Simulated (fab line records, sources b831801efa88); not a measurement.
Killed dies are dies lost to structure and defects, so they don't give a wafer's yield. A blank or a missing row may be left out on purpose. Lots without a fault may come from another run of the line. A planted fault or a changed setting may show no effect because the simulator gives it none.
fab line records | flow gf180mcu
record lots=5 wafers=15 last_day=33
route steps=602 shown CONTACT@297 M1@315
lots that met no fault: from a run of the same line without faults
start_h: hours from the record's first day to the start of the lot's first wafer shown | wait_h: hours since the lot's step before | " the same as in the row above | L1.1+2: a row that stands for several wafers | - no value, or no start given | * or withheld: withheld | < > ~ a bound
route shown NAME@n: a module of which the file shows steps, and the number in the route of the first | usual: mean/standard deviation of fault-free wafers | same: alike in all rows | chamber/n: place in a boat | sites: the reading at each site | _std_site: their standard deviation | _edge_site: outer sites' mean less inner sites' | radius_mm: how far each site lies from the wafer's centre | mask NAME#n: copy n | behind: the tool/chamber that last shaped the wafer | hold: why the lot was held/for how many hours/how that ended | device: the transistor (n, p or np) that didn't switch | end of line: the same wafers' tests at the end of the route | a step without rows: its recipe alone | killed: dies lost to structure and defects at the first sort, not the wafer's yield | map: a wafer's dies, x killed, . not, _ none there
set.NAME: the setting as run; set.NAME@STEP: as run at that earlier step | model.NAME: the simulator's own value behind a step, which no gauge read
lots at some steps of the route; a table a step, a row a wafer
services: from which hour (start_h, from the record's first day; less than 0 if before it) a tool's chamber was out of use, for how many hours, and why
## steps
# step GF_CONTACT_SOFTBAKE_10
# recipe temp_c=130 time_s=60 resist=KrF
# usual plate_temp_C=129.99/0.13
# columns lot.wafer tool chamber start_h wait_h plate_temp_C
L074.1 litho_track-03 0 - - 130.02
L074.5 " 0 " " 130.10
L074.6 " 0 " " 130.03
L083.1 litho_track-02 0 - - 129.95
L083.2 " 0 " " 129.91
L083.5 " 0 " " 130.13
L084.2 litho_track-03 0 - - 129.61
L084.3 " 0 " " 129.78
L084.6 " 0 " " 129.92
L090.1 litho_track-02 0 - - 130.05
L090.5 " 0 " " 129.85
L090.6 " 0 " " 130.37
L089.2 litho_track-02 0 - - 130.01
L089.4 " 0 " " 129.74
L089.5 " 0 " " 130.01
# step GF_CONTACT_EXPOSE_11
# recipe mask_id=Contact target_cd_nm=220 na=0.68 source_shape=conventional sigma_outer=0.6 dose_mj=38
# usual exposure_dose_mJ_cm2=38.00/0.047
# same na=0.68
# columns lot.wafer tool chamber start_h wait_h mask exposure_dose_mJ_cm2
L074.1 krf_scanner-02 0 - - Contact#0 38.06
L074.5 " 0 " " Contact#0 38.05
L074.6 " 0 " " Contact#0 38.05
L083.1 krf_scanner-01 0 - - Contact#0 38.12
L083.2 " 0 " " Contact#0 38.00
L083.5 " 0 " " Contact#0 38.02
L084.2 krf_scanner-02 0 - - Contact#0 37.97
L084.3 " 0 " " Contact#0 37.99
L084.6 " 0 " " Contact#0 37.93
L090.1 krf_scanner-02 0 - - Contact#0 38.03
L090.5 " 0 " " Contact#0 38.07
L090.6 " 0 " " Contact#0 38.08
L089.2 krf_scanner-02 0 - - Contact#0 37.93
L089.4 " 0 " " Contact#0 37.98
L089.5 " 0 " " Contact#0 37.97
# step GF_CONTACT_PEB_12
# recipe peb_temp_c=135 peb_time_s=90 resist=KrF
# usual plate_temp_C=134.98/0.15
# columns lot.wafer tool chamber start_h wait_h plate_temp_C
L074.1 litho_track-02 0 - - 134.98
L074.5 " 0 " " 134.98
L074.6 " 0 " " 135.17
L083.1 litho_track-04 0 - - 134.80
L083.2 " 0 " " 134.84
L083.5 " 0 " " 135.09
L084.2 litho_track-04 0 - - 135.05
L084.3 " 0 " " 135.04
L084.6 " 0 " " 134.87
L090.1 litho_track-02 0 - - 134.75
L090.5 " 0 " " 134.77
L090.6 " 0 " " 135.04
L089.2 litho_track-03 0 - - 134.84
L089.4 " 0 " " 135.01
L089.5 " 0 " " 134.92
# step GF_CONTACT_DEVELOP_13
# recipe develop_time_s=60 resist=KrF dev_temp_c=21
# columns lot.wafer tool chamber start_h wait_h
L074.1+5+6 litho_track-02 0 375.12 0.2
L083.1+2+5 litho_track-04 0 444.98 0.2
L084.2+3+6 litho_track-04 0 464.61 0.2
L090.1+5+6 litho_track-02 0 512.47 0.2
L089.2+4+5 litho_track-03 0 514.33 0.2
# step GF_CONTACT_CD_MEAS_14
# recipe target_cd_nm=220
# usual cd_nm=219.8/1.2
# columns lot.wafer tool chamber start_h wait_h cd_nm
L074.1 cd_sem-02 - 375.27 0.1 221.4
L074.5 " - " " 218.7
L074.6 " - " " 220.7
L083.1 cd_sem-01 - 445.13 0.1 220.9
L083.2 " - " " 220.0
L083.5 " - " " 220.0
L084.2 cd_sem-01 - 464.75 0.1 218.5
L084.3 " - " " 219.2
L084.6 " - " " 218.9
L090.1 cd_sem-01 - 512.62 0.1 219.7
L090.5 " - " " 219.8
L090.6 " - " " 219.3
L089.2 cd_sem-01 - 514.48 0.1 219.2
L089.4 " - " " 220.0
L089.5 " - " " 218.3
# step GF_CONTACT_OVL_MEAS_15
# usual CONTACT_OVL=4/5.3
# columns lot.wafer tool chamber start_h wait_h CONTACT_OVL[nm]
L074.1 overlay-01 - 375.39 0.1 -6
L074.5 " - " " 0
L074.6 " - " " 0
L083.1 overlay-02 - 445.25 0.1 -7
L083.2 " - " " 1
L083.5 " - " " -10
L084.2 overlay-02 - 464.86 0.1 3
L084.3 " - " " 0
L084.6 " - " " 5
L090.1 overlay-01 - 512.74 0.1 2
L090.5 " - " " 3
L090.6 " - " " 2
L089.2 overlay-02 - 514.58 0.1 11
L089.4 " - " " 8
L089.5 " - " " 13
# step GF_CONTACT_ETCH_16
# recipe chemistry=N2/H2 target_depth_a=withheld overetch_a=withheld time_s=withheld target=BARC ion_energy_ev=200 source_w=500 bias_w=100 pressure_mtorr=30 n2_flow_sccm=100 h2_flow_sccm=200
# usual drypump_motor_current_A=5.8/0.33 oes_product_au=0.854/0.0052 throttle_valve_pct=13.224/0.0093
# columns lot.wafer tool chamber start_h wait_h drypump_motor_current_A oes_product_au throttle_valve_pct
L074.1 rie_diel-04 0 375.43 0.0 5.5 0.857 13.242
L074.5 " 0 " " 5.5 0.864 13.218
L074.6 " 3 " " 6.0 0.851 13.209
L083.1 rie_diel-04 3 445.29 0.0 6.0 0.850 13.227
L083.2 " 0 " " 5.5 0.857 13.239
L083.5 " 2 " " 5.5 0.851 13.233
L084.2 rie_diel-03 0 464.89 0.0 5.6 0.855 13.220
L084.3 " 2 " " 5.8 0.861 13.223
L084.6 " 3 " " 5.7 0.854 13.235
L090.1 rie_diel-01 0 512.77 0.0 5.6 0.855 13.222
L090.5 " 1 " " 5.8 0.854 13.232
L090.6 " 0 " " 5.6 0.863 13.228
L089.2 rie_diel-04 3 514.61 0.0 6.0 0.848 13.218
L089.4 " 2 " " 5.5 0.850 13.229
L089.5 " 2 " " 5.4 0.841 13.218
# step GF_CONTACT_ETCH_17
# recipe chemistry=C4F8/O2/Ar mask_material=KrF target=SiO2 stop_on=CoSi2 source_w=1500 bias_w=1200 pressure_mtorr=40 c4f8_flow_sccm=withheld O2_flow_sccm=6 Ar_flow_sccm=300 time_s=withheld target_depth_a=8600
# usual oes_product_au=0.813/0.0051
# columns lot.wafer tool chamber start_h wait_h oes_product_au
L074.1 rie_diel-04 0 - - 0.807
L074.5 " 0 " " 0.808
L074.6 " 3 " " 0.817
L083.1 rie_diel-04 3 - - 0.808
L083.2 " 0 " " 0.813
L083.5 " 2 " " 0.817
L084.2 rie_diel-03 0 - - 0.811
L084.3 " 2 " " 0.816
L084.6 " 3 " " 0.819
L090.1 rie_diel-01 0 - - 0.814
L090.5 " 1 " " 0.820
L090.6 " 0 " " 0.816
L089.2 rie_diel-04 3 - - 0.812
L089.4 " 2 " " 0.821
L089.5 " 2 " " 0.817
# step GF_CONTACT_STRIP_18
# recipe chemistry=O2/N2 power_w=1400 pressure_mtorr=1500 platen_temp_c=250 o2_flow_sccm=3000 n2_flow_sccm=300 overash_fraction=0.5
# usual drypump_motor_current_A=5.71/0.16 heater_power_w=360/31 oes_product_au=0.579/0.0048
# columns lot.wafer tool chamber start_h wait_h drypump_motor_current_A heater_power_w oes_product_au rf_hours_counter_h
L074.1 plasma_asher-04 0 375.59 - 5.82 349 0.575 71
L074.5 " 1 " " 5.76 328 0.578 -
L074.6 " 0 " " 5.80 359 0.581 -
L083.1 plasma_asher-04 0 445.45 - 5.83 346 0.589 79
L083.2 " 1 " " 5.74 323 0.581 79
L083.5 " 1 " " 5.76 324 0.576 -
L084.2 plasma_asher-02 0 465.05 - 6.03 424 0.575 35
L084.3 " 0 " " 6.04 412 0.582 -
L084.6 " 1 " " 5.49 346 0.581 -
L090.1 plasma_asher-02 1 512.94 - 5.48 346 0.577 40
L090.5 " 0 " " 6.07 428 0.568 -
L090.6 " 1 " " 5.49 336 0.584 -
L089.2 plasma_asher-04 0 514.78 - 5.83 342 0.578 86
L089.4 " 1 " " 5.72 327 0.577 -
L089.5 " 0 " " 5.81 351 0.573 -
# step GF_CONTACT_CLEAN_19
# recipe chemistry=SPM
# columns lot.wafer tool chamber start_h wait_h
L074.1+5+6 wet_bench-03 2 375.69 0.1
L083.1+2+5 wet_bench-01 3 445.55 0.1
L084.2+3+6 wet_bench-03 1 465.15 0.1
L090.1+5+6 wet_bench-03 0 513.04 0.1
L089.2+4+5 wet_bench-01 2 514.88 0.1
# step GF_CONTACT_CLEAN_20
# recipe chemistry=DIW
# columns lot.wafer tool chamber start_h wait_h
L074.1+5+6 wet_bench-04 3 375.78 0.0
L083.1+2+5 wet_bench-04 1 445.65 0.0
L084.2+3+6 wet_bench-01 1 465.24 0.0
L090.1+5+6 wet_bench-04 1 513.13 0.0
L089.2+4+5 wet_bench-04 3 514.97 0.0
# step GF_CONTACT_CLEAN_21
# recipe chemistry=dHF time_s=20 dilution=100:1 dry=ipa_marangoni
# columns lot.wafer tool chamber start_h wait_h
L074.1+5+6 wet_bench-03 0 375.88 0.0
L083.1+2+5 wet_bench-01 0 445.74 0.0
L084.2+3+6 wet_bench-04 0 465.34 0.0
L090.1+5+6 wet_bench-01 0 513.23 0.0
L089.2+4+5 wet_bench-03 2 515.07 0.0
# step GF_CONTACT_SPUTTER_22
# recipe material=Ti target_thk_nm=15 chamber_pressure_pa=5 power_w=2500 substrate_temp_c=200 time_s=80.02
# usual substrate_temp_c=200.03/0.14 throttle_valve_pct=30.3/0.85
# columns lot.wafer tool chamber start_h wait_h substrate_temp_c throttle_valve_pct
L074.1 pvd_sputter-03 - 375.90 0.0 200.39 29.8
L074.5 " - " " 199.87 30.0
L074.6 " - " " 199.80 31.0
L083.1 pvd_sputter-04 - 445.75 0.0 199.94 30.4
L083.2 " - " " 200.34 28.7
L083.5 " - " " 199.83 30.5
L084.2 pvd_sputter-04 - 465.35 0.0 200.05 30.2
L084.3 " - " " 200.17 31.1
L084.6 " - " " 200.08 30.2
L090.1 pvd_sputter-01 - 513.24 0.0 200.01 30.3
L090.5 " - " " 200.10 30.8
L090.6 " - " " 199.88 31.6
L089.2 pvd_sputter-04 - 515.08 0.0 199.94 30.1
L089.4 " - " " 199.84 29.0
L089.5 " - " " 199.89 31.3
# step GF_CONTACT_SPUTTER_23
# recipe material=TiN target_thk_nm=10 chamber_pressure_pa=5 power_w=4000 time_s=40
# usual throttle_valve_pct=30.3/0.87
# columns lot.wafer tool chamber start_h wait_h throttle_valve_pct
L074.1 pvd_sputter-03 - 375.96 0.0 29.7
L074.5 " - " " 29.8
L074.6 " - " " 31.0
L083.1 pvd_sputter-04 - 445.81 0.0 30.6
L083.2 " - " " 28.8
L083.5 " - " " 30.3
L084.2 pvd_sputter-04 - 465.41 0.0 30.0
L084.3 " - " " 31.3
L084.6 " - " " 30.1
L090.1 pvd_sputter-01 - 513.30 0.0 29.9
L090.5 " - " " 30.6
L090.6 " - " " 31.4
L089.2 pvd_sputter-04 - 515.14 0.0 29.9
L089.4 " - " " 28.5
L089.5 " - " " 31.2
# step GF_CONTACT_CVD_24
# recipe material=W target_thk_nm=300 time_s=90.339 temp_c=400 pressure_torr=40
# usual chamber_pressure_Torr=40.02/0.099 heater_power_w=785/44
# columns lot.wafer tool chamber start_h wait_h chamber_pressure_Torr heater_power_w since_wet_clean_h
L074.1 cvd_w-02 1 376.00 0.0 39.95 847 986
L074.5 " 1 " " 39.93 827 -
L074.6 " 1 " " 39.84 840 -
L083.1 cvd_w-02 0 445.85 0.0 39.98 796 42
L083.2 " 1 " " 40.13 771 42
L083.5 " 1 " " 40.07 763 -
L084.2 cvd_w-02 1 465.45 0.0 40.07 759 61
L084.3 " 0 " " 40.02 774 -
L084.6 " 0 " " 39.97 795 -
L090.1 cvd_w-02 0 513.34 0.0 40.01 797 109
L090.5 " 1 " " 40.10 754 -
L090.6 " 0 " " 39.99 798 -
L089.2 cvd_w-01 0 515.18 0.0 39.88 723 611
L089.4 " 1 " " 39.85 841 -
L089.5 " 1 " " 39.79 834 -
# step GF_CONTACT_RS_MEAS_25
# recipe thk_meas_gauge=four-point-probe reads=W_of_CONTACT_CVD_24+TiN_of_CONTACT_SPUTTER_23+Ti_of_CONTACT_SPUTTER_22
# usual CONTACT_W_RS=0.380/0.0035
# columns lot.wafer tool chamber start_h wait_h CONTACT_W_RS[ohm/sq]
L074.1 film_metro-04 - 376.20 0.2 0.383
L074.5 " - " " 0.383
L074.6 " - " " 0.385
L083.1 film_metro-01 - 445.95 0.1 0.386
L083.2 " - " " 0.379
L083.5 " - " " 0.380
L084.2 film_metro-01 - 465.57 0.1 0.380
L084.3 " - " " 0.387
L084.6 " - " " 0.379
L090.1 film_metro-01 - 513.44 0.1 0.383
L090.5 " - " " 0.379
L090.6 " - " " 0.383
L089.2 film_metro-02 - 515.30 0.1 0.381
L089.4 " - " " 0.384
L089.5 " - " " 0.386
# step GF_CONTACT_THK_MEAS_26
# recipe thk_meas_gauge=xrf reads=W_of_CONTACT_CVD_24
# usual CONTACT_W_THK=304/4.4
# columns lot.wafer tool chamber start_h wait_h CONTACT_W_THK[nm]
L074.1 film_metro-04 - 376.32 0.1 298
L074.5 " - " " 298
L074.6 " - " " 298
L083.1 film_metro-01 - 446.07 0.1 300
L083.2 " - " " 304
L083.5 " - " " 304
L084.2 film_metro-01 - 465.68 0.1 300
L084.3 " - " " 295
L084.6 " - " " 301
L090.1 film_metro-01 - 513.56 0.1 299
L090.5 " - " " 301
L090.6 " - " " 298
L089.2 film_metro-02 - 515.41 0.1 310
L089.4 " - " " 309
L089.5 " - " " 307
# step GF_CONTACT_CMP_27
# recipe stop_on=SiO2 down_force_psi=3.5 platen_rpm=60 t_overpolish_s=15 target_thk_nm=0 pad_velocity_m_s=0.94248
# usual head_pressure_psi=3.500/0.0071 motor_current_A=11.5/1.3 overpolish_run_s=14.999/0.0094 retaining_ring_pressure_frac=1.000/0.005 slurry_filter_dp_kPa=13.48/0.15 time_to_endpoint_s=73/3.3
# columns lot.wafer tool chamber start_h wait_h head_pressure_psi motor_current_A overpolish_run_s retaining_ring_pressure_frac slurry_filter_dp_kPa time_to_endpoint_s
L074.1 cmp-02 0 376.38 0.1 3.494 11.4 15.006 0.998 13.58 65
L074.6 " 0 " " 3.497 12.3 14.995 1.003 13.62 67
L074.5 " 1 " " 3.500 11.0 14.992 0.992 13.53 73
L083.1 cmp-02 2 446.13 0.1 3.507 14.1 15.006 0.998 13.29 74
L083.2 " 0 " " 3.492 12.1 14.992 1.002 13.63 68
L083.5 " 2 " " 3.497 13.1 14.994 0.996 13.48 74
L084.3 cmp-01 0 465.73 0.0 3.506 12.2 14.993 1.005 13.47 65
L084.2 " 2 " " 3.487 10.3 14.998 0.999 13.44 73
L084.6 " 1 " " 3.508 10.4 14.976 1.005 13.52 68
L090.1 cmp-01 3 513.62 0.1 3.505 10.7 15.011 0.991 13.48 73
L090.6 " 3 " " 3.505 11.2 14.991 0.994 13.49 73
L090.5 " 0 " " 3.500 12.7 15.005 0.994 13.47 72
L089.2 cmp-01 1 515.66 0.2 3.485 10.8 15.010 1.002 13.38 72
L089.4 " 3 " " 3.505 11.2 14.978 1.007 13.49 74
L089.5 " 1 " " 3.491 10.6 15.017 0.996 13.36 71
# step GF_M1_SPUTTER_00
# recipe material=Ti target_thk_nm=37.5 arriving_ion_energy_ev=80 substrate_temp_c=200 chamber_pressure_pa=2 power_w=4000 time_s=150
# usual substrate_temp_c=200.00/0.15 throttle_valve_pct=29.9/0.79
# columns lot.wafer tool chamber start_h wait_h substrate_temp_c throttle_valve_pct
L074.1 pvd_sputter-02 - 376.68 0.2 199.81 28.6
L074.5 " - " " 199.95 30.1
L074.6 " - " " 200.01 28.8
L083.1 pvd_sputter-02 - 446.43 0.2 200.19 30.3
L083.2 " - " " 200.08 28.2
L083.5 " - " " 199.96 30.0
L084.2 pvd_sputter-03 - 466.03 0.1 199.94 29.0
L084.3 " - " " 200.03 29.8
L084.6 " - " " 199.98 31.2
L090.1 pvd_sputter-03 - 513.92 0.2 199.80 31.2
L090.5 " - " " 200.01 29.2
L090.6 " - " " 199.99 29.5
L089.2 pvd_sputter-02 - 515.91 0.2 199.86 28.5
L089.4 " - " " 199.99 29.6
L089.5 " - " " 199.92 30.4
# step GF_M1_SPUTTER_01
# recipe material=TiN target_thk_nm=30 power_w=6753 time_s=25 chamber_pressure_pa=0.4
# usual throttle_valve_pct=29.8/0.79
# columns lot.wafer tool chamber start_h wait_h throttle_valve_pct
L074.1 pvd_sputter-02 - 376.78 0.1 28.4
L074.5 " - " " 30.1
L074.6 " - " " 28.6
L083.1 pvd_sputter-02 - 446.53 0.1 30.1
L083.2 " - " " 28.5
L083.5 " - " " 30.1
L084.2 pvd_sputter-03 - 466.13 0.1 29.3
L084.3 " - " " 29.9
L084.6 " - " " 30.8
L090.1 pvd_sputter-03 - 514.02 0.1 31.1
L090.5 " - " " 29.2
L090.6 " - " " 29.6
L089.2 pvd_sputter-02 - 516.01 0.1 28.4
L089.4 " - " " 29.6
L089.5 " - " " 30.7
# step GF_M1_SPUTTER_02
# recipe material=AlCu target_thk_nm=450 power_w=10600 time_s=23.9 chamber_pressure_pa=0.4
# usual throttle_valve_pct=29.9/0.78
# columns lot.wafer tool chamber start_h wait_h throttle_valve_pct
L074.1 pvd_sputter-02 - 376.81 0.0 28.5
L074.5 " - " " 29.9
L074.6 " - " " 28.3
L083.1 pvd_sputter-02 - 446.56 0.0 30.0
L083.2 " - " " 28.7
L083.5 " - " " 30.1
L084.2 pvd_sputter-03 - 466.16 0.0 29.5
L084.3 " - " " 30.0
L084.6 " - " " 30.9
L090.1 pvd_sputter-03 - 514.05 0.0 30.9
L090.5 " - " " 29.3
L090.6 " - " " 29.5
L089.2 pvd_sputter-02 - 516.04 0.0 28.8
L089.4 " - " " 29.7
L089.5 " - " " 30.5
# step GF_M1_SPUTTER_03
# recipe material=Ti target_thk_nm=10 substrate_temp_c=300 chamber_pressure_pa=0.3 power_w=3000 time_s=6.7
# usual substrate_temp_c=299.97/0.21 throttle_valve_pct=29.9/0.78
# columns lot.wafer tool chamber start_h wait_h substrate_temp_c throttle_valve_pct
L074.1 pvd_sputter-02 - 376.84 0.0 300.38 28.5
L074.5 " - " " 299.92 30.2
L074.6 " - " " 299.69 28.3
L083.1 pvd_sputter-02 - 446.59 0.0 300.16 30.5
L083.2 " - " " 300.06 28.6
L083.5 " - " " 299.92 30.2
L084.2 pvd_sputter-03 - 466.19 0.0 299.92 29.1
L084.3 " - " " 300.01 30.0
L084.6 " - " " 300.05 31.1
L090.1 pvd_sputter-03 - 514.08 0.0 300.14 30.7
L090.5 " - " " 300.00 29.3
L090.6 " - " " 300.03 29.5
L089.2 pvd_sputter-02 - 516.07 0.0 300.46 28.5
L089.4 " - " " 299.48 29.5
L089.5 " - " " 299.70 30.8
# step GF_M1_SPUTTER_04
# recipe material=TiN target_thk_nm=50 power_w=6500 time_s=41.7 chamber_pressure_pa=0.4
# usual throttle_valve_pct=29.8/0.77
# columns lot.wafer tool chamber start_h wait_h throttle_valve_pct
L074.1 pvd_sputter-02 - 376.86 0.0 28.4
L074.5 " - " " 29.9
L074.6 " - " " 28.5
L083.1 pvd_sputter-02 - 446.61 0.0 30.1
L083.2 " - " " 28.5
L083.5 " - " " 30.5
L084.2 pvd_sputter-03 - 466.21 0.0 29.3
L084.3 " - " " 29.9
L084.6 " - " " 31.1
L090.1 pvd_sputter-03 - 514.10 0.0 31.0
L090.5 " - " " 29.0
L090.6 " - " " 29.6
L089.2 pvd_sputter-02 - 516.09 0.0 28.6
L089.4 " - " " 29.5
L089.5 " - " " 30.6
# step GF_M1_RS_MEAS_05
# recipe thk_meas_gauge=four-point-probe reads=TiN_of_M1_SPUTTER_04+Ti_of_M1_SPUTTER_03+AlCu_of_M1_SPUTTER_02+TiN_of_M1_SPUTTER_01+Ti_of_M1_SPUTTER_00
# usual M1_ALCU_RS=0.0695/0.00067
# columns lot.wafer tool chamber start_h wait_h M1_ALCU_RS[ohm/sq]
L074.1 film_metro-01 - 376.90 0.0 0.0684
L074.5 " - " " 0.0689
L074.6 " - " " 0.0689
L083.1 film_metro-03 - 446.65 0.0 0.0708
L083.2 " - " " 0.0708
L083.5 " - " " 0.0705
L084.2 film_metro-01 - 466.27 0.0 0.0695
L084.3 " - " " 0.0688
L084.6 " - " " 0.0686
L090.1 film_metro-02 - 514.14 0.0 0.0690
L090.5 " - " " 0.0698
L090.6 " - " " 0.0690
L089.2 film_metro-03 - 516.15 0.0 0.0695
L089.4 " - " " 0.0694
L089.5 " - " " 0.0685
# step GF_M1_THK_MEAS_06
# recipe thk_meas_gauge=xrf reads=AlCu_of_M1_SPUTTER_02
# usual M1_ALCU_THK=457/5.1
# columns lot.wafer tool chamber start_h wait_h M1_ALCU_THK[nm]
L074.1 film_metro-01 - 377.02 0.1 470
L074.5 " - " " 467
L074.6 " - " " 462
L083.1 film_metro-03 - 446.77 0.1 449
L083.2 " - " " 448
L083.5 " - " " 449
L084.2 film_metro-01 - 466.38 0.1 458
L084.3 " - " " 462
L084.6 " - " " 464
L090.1 film_metro-02 - 514.26 0.1 461
L090.5 " - " " 455
L090.6 " - " " 461
L089.2 film_metro-03 - 516.26 0.1 450
L089.4 " - " " 452
L089.5 " - " " 459
# step GF_M1_DEHYDRATE_07
# recipe temp_c=200 time_s=60
# usual plate_temp_C=200.00/0.17
# columns lot.wafer tool chamber start_h wait_h plate_temp_C
L074.1 litho_track-03 0 387.91 10.9 200.08
L074.5 " 0 " " 199.88
L074.6 " 0 " " 200.05
L083.1 litho_track-02 0 458.67 11.9 200.25
L083.2 " 0 " " 199.95
L083.5 " 0 " " 199.99
L084.2 litho_track-01 0 478.62 12.2 200.02
L084.3 " 0 " " 200.11
L084.6 " 0 " " 200.10
L090.1 litho_track-02 0 525.92 11.6 199.78
L090.5 " 0 " " 199.76
L090.6 " 0 " " 199.87
L089.2 litho_track-03 0 527.68 11.4 199.99
L089.4 " 0 " " 200.01
L089.5 " 0 " " 199.96
# step GF_M1_HMDS_08
# recipe prime_time_s=60 prime_temp_c=120
# usual prime_temp_c=119.97/0.14
# columns lot.wafer tool chamber start_h wait_h prime_temp_c
L074.1 litho_track-03 0 388.06 0.1 119.84
L074.5 " 0 " " 120.16
L074.6 " 0 " " 120.10
L083.1 litho_track-02 0 458.82 0.1 119.87
L083.2 " 0 " " 119.92
L083.5 " 0 " " 119.88
L084.2 litho_track-01 0 478.77 0.1 119.95
L084.3 " 0 " " 120.03
L084.6 " 0 " " 120.00
L090.1 litho_track-02 0 526.07 0.1 119.72
L090.5 " 0 " " 119.76
L090.6 " 0 " " 119.68
L089.2 litho_track-03 0 527.83 0.1 119.97
L089.4 " 0 " " 119.94
L089.5 " 0 " " 120.05
# step GF_M1_COAT_09
# recipe resist=KrF spin_rpm=withheld resist_thk_nm=1000
# columns lot.wafer tool chamber start_h wait_h
L074.1+5+6 litho_track-03 0 388.21 0.1
L083.1+2+5 litho_track-02 0 458.97 0.1
L084.2+3+6 litho_track-01 0 478.92 0.1
L090.1+5+6 litho_track-02 0 526.22 0.1
L089.2+4+5 litho_track-03 0 527.98 0.1
# step GF_M1_SOFTBAKE_10
# recipe temp_c=130 time_s=60 resist=KrF
# usual plate_temp_C=130.00/0.13
# columns lot.wafer tool chamber start_h wait_h plate_temp_C
L074.1 litho_track-03 0 388.36 0.1 129.87
L074.5 " 0 " " 129.86
L074.6 " 0 " " 129.82
L083.1 litho_track-02 0 459.12 0.1 130.28
L083.2 " 0 " " 130.20
L083.5 " 0 " " 129.98
L084.2 litho_track-01 0 479.07 0.1 130.04
L084.3 " 0 " " 130.27
L084.6 " 0 " " 130.15
L090.1 litho_track-02 0 526.37 0.1 130.13
L090.5 " 0 " " 130.06
L090.6 " 0 " " 130.00
L089.2 litho_track-03 0 528.13 0.1 129.88
L089.4 " 0 " " 130.02
L089.5 " 0 " " 130.12
# step GF_M1_EXPOSE_11
# recipe mask_id=Metal1 target_cd_nm=230 na=0.68 source_shape=conventional sigma_outer=0.6 dose_mj=27.36
# usual exposure_dose_mJ_cm2=27.998/0.028
# same na=0.68
# columns lot.wafer tool chamber start_h wait_h mask exposure_dose_mJ_cm2
L074.1 krf_scanner-01 0 - - Metal1#0 28.005
L074.5 " 0 " " Metal1#0 28.013
L074.6 " 0 " " Metal1#0 28.008
L083.1 krf_scanner-01 0 - - Metal1#0 27.958
L083.2 " 0 " " Metal1#0 27.927
L083.5 " 0 " " Metal1#0 27.940
L084.2 krf_scanner-01 0 - - Metal1#0 28.001
L084.3 " 0 " " Metal1#0 27.983
L084.6 " 0 " " Metal1#0 28.007
L090.1 krf_scanner-01 0 - - Metal1#0 27.984
L090.5 " 0 " " Metal1#0 27.978
L090.6 " 0 " " Metal1#0 27.959
L089.2 krf_scanner-01 0 - - Metal1#0 27.971
L089.4 " 0 " " Metal1#0 27.996
L089.5 " 0 " " Metal1#0 28.003
# step GF_M1_PEB_12
# recipe peb_temp_c=135 peb_time_s=90 resist=KrF
# usual plate_temp_C=135.03/0.13
# columns lot.wafer tool chamber start_h wait_h plate_temp_C
L074.1 litho_track-03 0 - - 135.15
L074.5 " 0 " " 135.15
L074.6 " 0 " " 134.97
L083.1 litho_track-01 0 - - 135.07
L083.2 " 0 " " 135.04
L083.5 " 0 " " 135.05
L084.2 litho_track-02 0 - - 134.90
L084.3 " 0 " " 135.01
L084.6 " 0 " " 135.03
L090.1 litho_track-03 0 - - 135.03
L090.5 " 0 " " 134.84
L090.6 " 0 " " 134.88
L089.2 litho_track-01 0 - - 135.39
L089.4 " 0 " " 135.40
L089.5 " 0 " " 134.92
# step GF_M1_DEVELOP_13
# recipe develop_time_s=60 dev_temp_c=21
# columns lot.wafer tool chamber start_h wait_h
L074.1+5+6 litho_track-03 0 400.21 0.2
L083.1+2+5 litho_track-01 0 471.05 0.2
L084.2+3+6 litho_track-02 0 490.29 0.2
L090.1+5+6 litho_track-03 0 537.36 0.2
L089.2+4+5 litho_track-01 0 539.22 0.2
# step GF_M1_CD_MEAS_14
# recipe target_cd_nm=230
# usual cd_nm=229.6/1.1
# columns lot.wafer tool chamber start_h wait_h cd_nm
L074.1 cd_sem-02 - 400.36 0.1 229.9
L074.5 " - " " 230.5
L074.6 " - " " 230.3
L083.1 cd_sem-01 - 471.20 0.1 228.3
L083.2 " - " " 228.5
L083.5 " - " " 229.5
L084.2 cd_sem-01 - 490.44 0.1 229.3
L084.3 " - " " 229.5
L084.6 " - " " 228.5
L090.1 cd_sem-01 - 537.51 0.1 229.6
L090.5 " - " " 229.3
L090.6 " - " " 231.5
L089.2 cd_sem-01 - 539.37 0.1 229.7
L089.4 " - " " 230.3
L089.5 " - " " 229.5
# step GF_M1_OVL_MEAS_15
# usual M1_OVL=1/6.6
# columns lot.wafer tool chamber start_h wait_h M1_OVL[nm]
L074.1 overlay-01 - 400.48 0.1 6
L074.5 " - " " 1
L074.6 " - " " -3
L083.1 overlay-02 - 471.32 0.1 2
L083.2 " - " " 0
L083.5 " - " " -3
L084.2 overlay-01 - 490.55 0.1 -9
L084.3 " - " " -5
L084.6 " - " " -11
L090.1 overlay-02 - 537.63 0.1 9
L090.5 " - " " 5
L090.6 " - " " 5
L089.2 overlay-02 - 539.47 0.1 3
L089.4 " - " " 7
L089.5 " - " " 5
## services
# columns tool chamber start_h hours kind
krf_scanner-01 - 341.03 1.0 pm
pvd_sputter-02 - 349.09 4.2 repair
krf_scanner-02 - 354.91 1.6 repair
krf_scanner-02 - 358.86 1.0 pm
krf_scanner-01 - 359.93 1.3 pm
cmp-01 - 362.58 18.1 pm
krf_scanner-01 - 363.75 0.4 repair
cvd_w-02 0 364.09 22.4 repair
krf_scanner-01 - 368.25 0.3 repair
krf_scanner-01 - 380.11 0.8 pm
cvd_w-02 - 390.00 14.0 pm
krf_scanner-01 - 393.06 1.0 repair
krf_scanner-01 - 399.45 8.4 repair
rie_diel-04 1 426.40 1.9 repair
krf_scanner-02 - 427.72 0.8 pm
krf_scanner-02 - 443.22 1.3 pm
pvd_sputter-02 - 479.58 3.5 repair
pvd_sputter-03 - 485.97 0.5 repair
pvd_sputter-02 - 500.48 1.1 repair
pvd_sputter-02 - 506.28 4.6 repair
krf_scanner-01 - 510.03 1.0 pm
krf_scanner-02 - 527.86 1.0 pm
krf_scanner-02 - 533.80 3.8 repair
krf_scanner-01 - 537.55 1.3 pm
## key
fault none
